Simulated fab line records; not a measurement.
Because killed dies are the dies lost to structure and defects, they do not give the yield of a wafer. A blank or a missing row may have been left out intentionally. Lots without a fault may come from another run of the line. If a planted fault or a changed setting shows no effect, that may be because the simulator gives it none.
8D (eight disciplines) problem report, filled in by code	flow gf180mcu	the parts of the form that need people (team, actions taken, sign-off) are left out

== 1. THE ISSUE ==
At GF_V4_SPUTTER_21, cathode dc power W averages 2587.6 W over 2 wafers from 2 lots, while fault-free wafers read 2500.0 W, standard deviation 0.47. So: +99 or more standard deviations from the usual mean.
The step: material Ti, target thk 15 nm, time 80.02 s.
Seen first at day 28 14:23 on pvd sputter-03, wafer L847.6. The record has a number at this step for 39 wafers belonging to 13 lots. By rule, "out" or "out of limits" means more than 4 standard deviations away from the usual mean. All remaining wafers that have a number are taken as sound.

== 2. WHAT IT IS, AND WHAT IT ISN'T ==
question	is	is not
which readings at this step	cathode dc power W	throttle valve pct
which lots	L847, L848	L835, L837, L839, L840, L841, L842, L844, L846, L850, L856, L858
which wafers of those lots	L847.6, L848.1	L847.3, L847.4, L848.2, L848.4
read on which tools	pvd sputter-03	pvd sputter-01, pvd sputter-04
when	from day 28 14:23	up to then (26 sound wafers); but 11 sound wafers of L848, L850, L856, L858 came after

== 3. THE SUSPECTS, EACH WITH WHAT RULES IT OUT ==
Counting: a tool at a process step up to the reading stays a suspect if it ran every lot that is out. Sound lots after the first of them don't rule it out here, since some wafers of a struck lot are sound.
- plasma asher-02 at GF_V4_STRIP_18 (strips in O2/N2): kept. It ran every lot that is out, first L847 (day 28 13:53); its last sound lot up to then is L844 (day 27 12:47).
- pvd sputter-03 at GF_V4_SPUTTER_21 (material Ti, target thk 15 nm, time 80.02 s): kept. It ran every lot that is out, first L847 (day 28 14:23); its last sound lot up to then is L846 (day 28 04:29). Its own readings are out on those wafers: cathode dc power W.
The count leaves pvd sputter-03 at GF_V4_SPUTTER_21 and plasma asher-02 at GF_V4_STRIP_18.

== 4. THE CAUSE (what the simulator had put in) ==
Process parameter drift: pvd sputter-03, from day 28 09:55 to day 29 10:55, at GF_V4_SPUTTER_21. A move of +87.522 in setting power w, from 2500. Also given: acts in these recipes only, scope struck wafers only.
Of the 2 suspects that counting leaves, this tool is one.

== 5. THE EFFECT CHAIN, in route order ==
Rows list readings where the struck wafers' mean (over those with a number) sits beyond 3 standard deviations from the usual. Only readings whose record carries a usual standard deviation are examined. hours: median over the lots of the time between each lot's start at the first step of this table that gives one and its start at this step. sigmas: the change, counted in usual standard deviations.
hours	step	reading	usual	on struck wafers	change	sigmas
0	GF_V4_SPUTTER_21	cathode dc power W	2500.0 W	2587.6	+87.6	+99 or more
Its process steps:
- GF_V4_SPUTTER_21: material Ti, target thk 15 nm, time 80.02 s.

== 6. HOW IT WOULD HAVE BEEN CAUGHT EARLIER ==
In this record no reading fell out of limits until day 28 14:23, 4 hours after the fault had begun at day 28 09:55.
